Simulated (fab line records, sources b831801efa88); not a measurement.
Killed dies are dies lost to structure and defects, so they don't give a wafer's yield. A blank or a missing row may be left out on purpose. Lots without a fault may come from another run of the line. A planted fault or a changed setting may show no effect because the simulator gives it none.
Which tool did it? | flow gf180mcu | 12 lots, 36 wafers sampled, at 3 steps of a route of 602

WHAT THE GAUGES READ, wafer by wafer
GF_MIM_THK_MEAS_06.
lot  | measured     | on            | MIM_CVD_05_THK (nm)
L075 | day 24 20:03 | film_metro-03 | 41.5 42.4 42.7
L077 | day 25 17:04 | film_metro-04 | 40.6 42.5 41.8
L079 | day 26 07:58 | film_metro-01 | 41.3 42.0 42.1
L081 | day 26 20:49 | film_metro-01 | 41.9 42.1 41.9
L083 | day 27 15:22 | film_metro-03 | 40.6 41.7 42.4
L085 | day 28 09:20 | film_metro-03 | 40.4 41.6 42.2
L088 | day 29 12:59 | film_metro-04 | 40.9 41.8 41.0
L089 | day 29 18:52 | film_metro-03 | 41.8 42.1 41.4
L092 | day 30 13:03 | film_metro-04 | 41.0 41.2 42.4
L094 | day 30 19:55 | film_metro-03 | 41.0 42.1 41.6
L095 | day 31 00:28 | film_metro-04 | 41.6 40.9 42.8
L097 | day 31 14:40 | film_metro-03 | 40.2 41.4 41.3

WHICH TOOL RAN EACH LOT (tool, then ch and the chambers of the sampled wafers, then the start)
lot  | GF_M3_SPUTTER_03             | GF_V4_ETCH_16
L075 | pvd_sputter-01, day 20 16:26 | rie_diel-02 ch 0,3, day 24 18:24
L077 | pvd_sputter-04, day 21 15:40 | rie_diel-01 ch 0,2,3, day 25 15:26
L079 | pvd_sputter-03, day 22 07:59 | rie_diel-01 ch 0,1,3, day 26 06:21
L081 | pvd_sputter-04, day 22 23:45 | rie_diel-02 ch 0,1,2, day 26 19:12
L083 | pvd_sputter-01, day 23 18:36 | rie_diel-02 ch 0,3, day 27 13:44
L085 | pvd_sputter-03, day 24 15:13 | rie_diel-01 ch 0,1,2, day 28 07:42
L088 | pvd_sputter-03, day 25 22:33 | rie_diel-01 ch 0,1, day 29 11:18
L089 | pvd_sputter-03, day 26 06:06 | rie_diel-03 ch 0,2,3, day 29 17:14
L092 | pvd_sputter-04, day 27 01:32 | rie_diel-02 ch 2,3, day 30 11:26
L094 | pvd_sputter-04, day 27 07:43 | rie_diel-01 ch 1,2, day 30 18:18
L095 | pvd_sputter-01, day 27 13:49 | rie_diel-01 ch 1,2,3, day 30 22:51
L097 | pvd_sputter-01, day 28 05:33 | rie_diel-03 ch 0,2, day 31 13:00
- GF_M3_SPUTTER_03: material Ti, target thk 10 nm, time 6.7 s.
- GF_V4_ETCH_16: etches BARC in N2/H2.

THE ANSWER, worked out from the rows above alone
Rule: what is usual is taken from the lots themselves. Put in order of their means at a reading, lots are off if they are a third of the lots or fewer, leave a main group of 4 or more, and stand apart from it by a gap of 3 or more times the standard deviation of the main group's means; of several such gaps the widest counts. A main group whose means are all the same, to the digits that the tables above print for the reading, isn't used. A lot without any number at a reading at which 4 lots or more have one is off too. The other lots that the step has rows for count as sound.
No lot is off at any reading shown: from this, nothing can be told.

WHAT THE SIMULATOR HAD PUT IN
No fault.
